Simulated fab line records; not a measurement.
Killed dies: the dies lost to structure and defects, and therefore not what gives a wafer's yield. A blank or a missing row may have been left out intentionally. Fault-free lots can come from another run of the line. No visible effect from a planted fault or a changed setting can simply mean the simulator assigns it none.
Which tool is to blame? / flow gf180mcu / route of 602 steps, sampled at 1 step: 14 lots, 42 wafers

== WHAT EACH GAUGE READ, for each wafer ==
GF_M1_OVL_MEAS_15. Usual: M1_OVL 4 nm, standard deviation 5.
lot=L977; measured=day 17 08:37; on=overlay-01; M1_OVL (nm)=1 8 -2; flag=
lot=L978; measured=day 17 16:04; on=overlay-02; M1_OVL (nm)=3 8 8; flag=
lot=L988; measured=day 21 03:04; on=overlay-01; M1_OVL (nm)=-5 -8 -5; flag=
lot=L989; measured=day 21 15:46; on=overlay-02; M1_OVL (nm)=6 15 7; flag=
lot=L990; measured=day 22 00:54; on=overlay-01; M1_OVL (nm)=13 3 8; flag=
lot=L991; measured=day 22 09:07; on=overlay-02; M1_OVL (nm)=1 1 1; flag=
lot=L992; measured=day 22 16:52; on=overlay-02; M1_OVL (nm)=-2 3 -5; flag=
lot=L993; measured=day 23 07:01; on=overlay-01; M1_OVL (nm)=3 18 9; flag=
lot=L994; measured=day 23 09:34; on=overlay-01; M1_OVL (nm)=3 -5 -2; flag=
lot=L995; measured=day 23 13:55; on=overlay-01; M1_OVL (nm)=-5 0 -4; flag=
lot=L996; measured=day 23 22:13; on=overlay-02; M1_OVL (nm)=4 5 9; flag=
lot=L997; measured=day 24 07:46; on=overlay-02; M1_OVL (nm)=8 13 11; flag=
lot=L998; measured=day 24 15:04; on=overlay-02; M1_OVL (nm)=4 6 2; flag=
lot=L999; measured=day 24 16:39; on=overlay-01; M1_OVL (nm)=10 2 2; flag=

== TOOL THAT RAN EACH LOT (tool first, then ch and the chambers of the sampled wafers, then the start) ==
Before these readings, the record contains no process step.

== AS READ BY THE TOOLS THEMSELVES (means over the sampled wafers that have a number; for cases with no such wafer, the mark the record gives instead) ==
The record holds no such reading with a usual standard deviation.

== THE ANSWER, worked out from the rows above alone ==
Rule: lot off if the mean of its wafers having a number is beyond 3 standard deviations from the usual mean. A lot without any number at a reading at which 4 lots or more have one is off too. The other lots that the step has rows for count as sound. First the gauges in route order, then the tools' own readings, where a lot's mean is used as printed above. The first step at which some lot is off is used, and at that step the reading that is off furthest; a lot without a number counts as furthest.
None of the lots is off at any reading shown; this tells nothing.

== WHAT HAD BEEN PUT IN BY THE SIMULATOR ==
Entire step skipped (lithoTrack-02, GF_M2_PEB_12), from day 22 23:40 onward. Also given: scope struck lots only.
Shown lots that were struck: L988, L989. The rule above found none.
